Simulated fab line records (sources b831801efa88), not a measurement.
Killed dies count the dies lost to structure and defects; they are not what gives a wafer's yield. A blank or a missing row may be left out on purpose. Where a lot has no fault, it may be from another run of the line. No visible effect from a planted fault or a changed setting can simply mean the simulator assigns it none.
Split-lot trial    flow sky130    23 wafers read across 5 lots, on a route 708 steps long

== THE SPLIT ==
At SKY_VIA3_HDPCVD_00 (deposits SiO2, target thk 1635 nm, time 272.5 s), the setting timeS was moved away from the recipe's 272.5 s on 7 of the 23 wafers read, by -8.4% to +12.2%. This setting was run at the recipe's value on the other wafers.

The file shows no step between the split and the reading.

== THE READING ==
VIA3_HDPCVD_THK, in nm, at SKY_VIA3_THK_MEAS_01. A value of 1625 nm with a standard deviation of 25 nm is what fault-free wafers of this fab line usually give.

wafer   tool, chamber at the split  timeS as run, s  against the recipe  VIA3_HDPCVD_THK, nm  against lot-mates on the recipe
L077.1  hdpcvd-01, 2                272.5            recipe              1645                 -
L077.2  hdpcvd-01, 0                272.5            recipe              1673                 -
L077.4  hdpcvd-01, 0                272.5            recipe              1668                 -
L077.5  hdpcvd-01, 2                272.5            recipe              1633                 -
L077.6  hdpcvd-01, 1                272.5            recipe              1681                 -
L078.1  hdpcvd-02, 0                249.8            -8.3%               1452                 -149
L078.2  hdpcvd-02, 1,0              272.5            recipe              1600                 -
L078.3  hdpcvd-02, 2                272.5            recipe              1602                 -
L078.4  hdpcvd-02, 1,0              272.5            recipe              1600                 -
L078.5  hdpcvd-02, 2                249.8            -8.3%               1453                 -148
L081.1  hdpcvd-02, 2,1              272.5            recipe              1621                 -
L081.4  hdpcvd-02, 2,1              272.5            recipe              1618                 -
L081.5  hdpcvd-02, 2                272.5            recipe              1623                 -
L082.2  hdpcvd-01, 0,2              272.5            recipe              1653                 -
L082.3  hdpcvd-01, 1                272.5            recipe              1636                 -
L082.4  hdpcvd-01, 0,2              272.5            recipe              1653                 -
L082.5  hdpcvd-01, 1                305.7            +12.2%              1852                 +205
L082.6  hdpcvd-01, 0                305.7            +12.2%              1845                 +198
L085.1  hdpcvd-01, 2                272.5            recipe              1645                 -
L085.2  hdpcvd-01, 1                249.6            -8.4%               1506                 -144
L085.3  hdpcvd-01, 0                272.5            recipe              1655                 -
L085.4  hdpcvd-01, 1                249.6            -8.4%               1501                 -149
L085.5  hdpcvd-01, 0                249.6            -8.4%               1509                 -141
Where a row lists several chambers, the file gives one row for several wafers and doesn't say which wafer went through which chamber.

FIT RESULTS
A straight line over all 23 wafers: VIA3_HDPCVD_THK changes by +17.8 nm for each +1% of timeS; r = +0.97; the points scatter about the line by 25 nm.
The same after taking each lot's own level away (the mean of its wafers on the recipe; 23 wafers): +17 nm for each +1%; r = +0.99; scatter 9.9 nm.
Per that fit: largest timeS move, reading shift of 2.1e+02 nm.
Measured against the standard deviation above, the lots' own levels, which go from 1600.7 to 1660.0 nm, span 2.4 times it.
Hence the lot-to-lot level has little effect on the slope; both slopes agree.
Check: with one of the wafers moved furthest among these (+12.2%) left out of the fit, the line predicts +206 nm for it against its lot-mates. It came out at +205 nm against them.

== THESE WAFERS: OTHER SPLITS ==
Other splits were also applied to these wafers ahead of the reading. Each is held against what the fit with the lots' levels taken away leaves over:
other split on the same wafers   wafers away from the commonest value  r with VIA3_HDPCVD_THK (lot level and that fit taken away)
SKY_VIA1_HDPCVD_00 sih4FlowSccm  9                                     -0.19
SKY_VIA1_CVD_21 pressureTorr     15                                    -0.04
SKY_METAL2_SPUTTER_03 timeS      7                                     +0.08
SKY_METAL2_METAL_ETCH_19 icpW    5                                     +0.02
SKY_VIA2_HDPCVD_00 timeS         8                                     +0.07
SKY_VIA2_ETCH_14 timeS           9                                     -0.09
SKY_METAL3_SPUTTER_00 powerW     8                                     -0.41
SKY_CAPM_SPUTTER_02 powerW       8                                     -0.13

== THE WHOLE CHAIN: every reading that the file lists as answering this split, in the file's order ==
step                  what it does                                     reading                                                                        change (the file's fit)             r (the file's)
SKY_VIA3_HDPCVD_00    deposits SiO2, target thk 1635 nm, time 272.5 s  SiO2_of_VIA3_HDPCVD_00.thkNm (the simulator's own value, which no gauge read)  +17 nm for each +1% of the setting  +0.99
SKY_VIA3_THK_MEAS_01                                                   VIA3_HDPCVD_THK                                                                +17 for each +1% of the setting     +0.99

== THE FILE'S OWN FIT ==
VIA3_HDPCVD_THK changes by +17 nm for each +1% of timeS, r = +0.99.
